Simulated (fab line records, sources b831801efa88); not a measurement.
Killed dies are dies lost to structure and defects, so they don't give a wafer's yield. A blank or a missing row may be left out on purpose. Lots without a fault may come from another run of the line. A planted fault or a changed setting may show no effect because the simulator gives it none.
A struck lot beside a sound one | flow sfq_line | 13 steps out of a route of 325
Sound: wafers L543.1, L543.5, L543.6. Struck: wafer L547.5. (L547.2, L547.6 of the same lot were not struck and are left out.) The cause comes at the end.
At each step with rows: each side's tool, then ch and its chambers, then its first start. Under that, the readings that differ: sound wafers | struck wafers | difference of the means | sigmas: that difference in standard deviations of wafers without a fault.
alike: readings whose means differ by less than 2 such deviations, and words and numbers that are the same on both sides. not compared: withheld readings, readings that some wafer has no value for, bounds like >300 that may hide the same value, and numbers for which the record gives no deviation and whose values overlap.
The two part at a step that has a row with sigmas, a row that says differs or no value, or rows on one side only. Numbers that don't overlap but have no deviation are shown without sigmas and don't part them. A reading that every wafer of one side lacks parts them only if that side has two wafers or more.

first, 2 steps without rows for these wafers: SFQ_TRILAYER_I1_VIA_STRIP_SOLV_CLEAN_054 (cleans in NMP, time 600 s); SFQ_TRILAYER_M2_DEP_PRE_CLEAN_056 (time 22.5 s).
SFQ_TRILAYER_M2_DEP_SPUTTER_055: material Nb, target thk 200 nm, time 133.3 s.
  sound on pvd_sputter-05, day 29 05:54; struck on pvd_sputter-03, day 32 04:50
  alike: throttle_valve_pct
SFQ_M2_RS_MEAS_914: measures by four-point-probe.
  sound on film_metro-02, day 29 05:59; struck on film_metro-02, day 32 04:56
  reading           | sound             | struck | difference | sigmas
  M2_NB_RS (ohm/sq) | 0.904 0.894 0.906 | 0.884  | -0.017     | -3
then, 6 steps without rows for these wafers: SFQ_TRILAYER_M2_LITHO_COAT_062 (resist thk 62 nm); SFQ_TRILAYER_M2_LITHO_COAT_057 (resist thk 600 nm); SFQ_TRILAYER_M2_LITHO_SOFTBAKE_061; SFQ_TRILAYER_M2_LITHO_EXPOSE_058 (exposes mask M2, target cd 500 nm); SFQ_TRILAYER_M2_LITHO_PEB_060 (peb time 60 s); SFQ_TRILAYER_M2_LITHO_DEVELOP_059 (time 60 s).
SFQ_M2_OVL_MEAS_916:
  sound on overlay-01, day 29 08:25; struck on overlay-01, day 32 07:21
  alike: M2_OVL
SFQ_TRILAYER_M2_BARC_OPEN_METAL_ETCH_077: etches BARC in O2, target depth 125 nm, time 41.7 s.
  sound on rie_metal-01 ch 0,1, day 29 08:28; struck on rie_metal-02 ch 1, day 32 07:23
  reading               | sound             | struck | difference | sigmas
  oes_product_au (a.u.) | 0.688 0.682 0.671 | 0.671  | -0.009     | -2
  run_length_s (s)      | 69.5 70.3 69.3    | 72.2   | +2.5       | +6
  alike: drypump_motor_current_A
  not compared: rf_hours_counter_h
SFQ_TRILAYER_M2_ETCH_METAL_ETCH_060: etches Nb in Cl2/Ar, stops on SiO2, target depth 240 nm, time 120 s.
  sound on rie_metal-01 ch 0,1, day 29 08:31; struck on rie_metal-02 ch 1, day 32 07:26
  reading               | sound             | struck | difference | sigmas
  oes_product_au (a.u.) | 0.887 0.885 0.880 | 0.896  | +0.012     | +2
  alike: drypump_motor_current_A, run_length_s
  not compared: rf_hours_counter_h

WHERE THEY PART
First at SFQ_M2_RS_MEAS_914; last, within this record, at SFQ_TRILAYER_M2_ETCH_METAL_ETCH_060.

WHY: what the simulator had put in
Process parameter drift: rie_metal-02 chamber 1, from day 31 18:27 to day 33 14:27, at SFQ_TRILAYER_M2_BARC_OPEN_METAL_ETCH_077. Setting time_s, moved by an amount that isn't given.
